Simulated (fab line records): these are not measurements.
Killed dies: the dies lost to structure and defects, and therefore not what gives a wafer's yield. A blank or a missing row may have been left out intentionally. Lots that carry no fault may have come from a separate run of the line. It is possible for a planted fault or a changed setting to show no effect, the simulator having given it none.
Chamber matching    flow gf180mcu    GF_PASSIVATION_CVD_00 on pecvd-01 has 3 sister chambers
The step deposits SiO2 from TEOS, target thk 1000 nm, time 111.95 s. 6 wafers are shown with their chamber, then 7 later ones without.

== WAFERS PAIRED WITH THEIR CHAMBERS ==
wafer   chamber  heater_power_w (W)
L703.2  0        855
L703.3  2        725
L711.4  2        664
L711.5  1        680
L715.1  0        869
L715.5  1        810

== WAFERS WHOSE CHAMBER IS MISSING ==
wafer   heater_power_w (W)
L715.6  695
L718.1  760
L718.3  661
L718.4  860
L719.2  852
L719.3  821
L719.5  778

== CHAMBER TAKEN BY EACH ==
wafer   from the rows above           in truth
L715.6  can't be placed: 2 or 1       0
L718.1  can't be placed: 1 or 2 or 0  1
L718.3  can't be placed: 2 or 1       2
L718.4  can't be placed: 0 or 1       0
L719.2  can't be placed: 0 or 1       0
L719.3  can't be placed: 0 or 1 or 2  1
L719.5  can't be placed: 1 or 2 or 0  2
Correctly placed: 0 of 7. These rows do not allow placing 7 (true chamber among the candidates in 6). Placed wrongly: 0.
How it was worked out, from the rows above alone: a wafer's distance from a chamber is the root of the sum, over the readings, of the square of ((its reading less the chamber's mean) divided by the reading's scatter). The wafer belongs to the nearest chamber; if the next one is less than 2 further off, it can't be placed. The mean given for a chamber averages the wafers shown for that chamber. How the scatter is found: for the shown wafers, subtract from each reading the mean of its chamber, square and add these, divide the total by (wafers less chambers), then take the root.
